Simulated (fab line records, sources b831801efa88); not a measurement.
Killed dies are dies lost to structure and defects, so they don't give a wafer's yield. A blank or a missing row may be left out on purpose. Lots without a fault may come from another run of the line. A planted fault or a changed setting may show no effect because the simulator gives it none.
Which tool did it? | flow gf180mcu | 13 lots, 39 wafers sampled, at 2 steps of a route of 602

WHAT THE GAUGES READ, wafer by wafer
GF_CONTACT_CD_MEAS_14: target cd 220 nm.
lot  | measured     | on        | cd_nm (nm)
L588 | day 15 20:56 | cd_sem-02 | 219.8 218.7 219.5
L589 | day 16 09:11 | cd_sem-02 | 219.3 219.4 219.4
L590 | day 16 22:01 | cd_sem-02 | 219.5 218.2 219.4
L593 | day 17 22:24 | cd_sem-01 | 220.1 218.8 218.8
L594 | day 18 11:05 | cd_sem-01 | 221.3 221.9 220.9
L595 | day 18 16:12 | cd_sem-02 | 219.6 218.4 218.2
L596 | day 18 22:36 | cd_sem-02 | 193.7 194.8 195.4
L597 | day 19 11:04 | cd_sem-01 | 221.6 220.2 220.3
L603 | day 21 21:20 | cd_sem-01 | 219.9 221.1 221.1
L605 | day 22 10:38 | cd_sem-02 | 219.7 220.2 220.3
L606 | day 22 13:09 | cd_sem-01 | 220.2 220.4 219.8
L610 | day 23 22:46 | cd_sem-01 | 220.7 220.8 219.6
L611 | day 24 06:47 | cd_sem-01 | 219.8 219.7 220.7

WHICH TOOL RAN EACH LOT (tool, then ch and the chambers of the sampled wafers, then the start)
lot  | GF_CONTACT_EXPOSE_11
L588 | krf_scanner-02 ch 0, day 15 10:17
L589 | krf_scanner-02 ch 0, day 15 22:26
L590 | krf_scanner-01 ch 0, day 16 11:06
L593 | krf_scanner-01 ch 0, day 17 11:26
L594 | krf_scanner-01 ch 0, day 17 23:09
L595 | krf_scanner-02 ch 0, day 18 04:08
L596 | krf_scanner-02 ch 0, day 18 11:21
L597 | krf_scanner-01 ch 0, day 18 22:50
L603 | krf_scanner-02 ch 0, day 21 08:56
L605 | krf_scanner-02 ch 0, day 21 23:16
L606 | krf_scanner-02 ch 0, day 22 01:53
L610 | krf_scanner-01 ch 0, day 23 11:31
L611 | krf_scanner-02 ch 0, day 23 19:52
- GF_CONTACT_EXPOSE_11: exposes mask Contact, target cd 220 nm.

WHAT THE TOOLS THEMSELVES READ (means of the sampled wafers that have a number; where no wafer has one, the mark that the record gives instead)
GF_CONTACT_EXPOSE_11.
lot  | tool           | stage_vel_mm_s (mm/s)
L588 | krf_scanner-02 | 500.05
L589 | krf_scanner-02 | 499.69
L590 | krf_scanner-01 | 500.27
L593 | krf_scanner-01 | 500.16
L594 | krf_scanner-01 | 500.03
L595 | krf_scanner-02 | 499.92
L596 | krf_scanner-02 | 500.07
L597 | krf_scanner-01 | 500.11
L603 | krf_scanner-02 | 499.69
L605 | krf_scanner-02 | 499.99
L606 | krf_scanner-02 | 500.42
L610 | krf_scanner-01 | 499.76
L611 | krf_scanner-02 | 500.03

THE ANSWER, worked out from the rows above alone
Rule: what is usual is taken from the lots themselves. Put in order of their means at a reading, lots are off if they are a third of the lots or fewer, leave a main group of 4 or more, and stand apart from it by a gap of 3 or more times the standard deviation of the main group's means; of several such gaps the widest counts. A main group whose means are all the same, to the digits that the tables above print for the reading, isn't used. A lot without any number at a reading at which 4 lots or more have one is off too. The other lots that the step has rows for count as sound. The gauges are gone through in route order, then the tools' own readings, and for those a lot's mean is taken as printed above. The first step at which some lot is off is used, and at that step the reading that is off furthest; a lot without a number counts as furthest.
Off: L596, at GF_CONTACT_CD_MEAS_14 (cd_nm). The main group: mean 219.9 nm, standard deviation 0.76.
A tool fits if, at a process step before that reading, it ran every lot that is off, and no sound lot after the first of them. The gauges at GF_CONTACT_CD_MEAS_14 are tried like those tools. None of those tried fits.

WHAT THE SIMULATOR HAD PUT IN
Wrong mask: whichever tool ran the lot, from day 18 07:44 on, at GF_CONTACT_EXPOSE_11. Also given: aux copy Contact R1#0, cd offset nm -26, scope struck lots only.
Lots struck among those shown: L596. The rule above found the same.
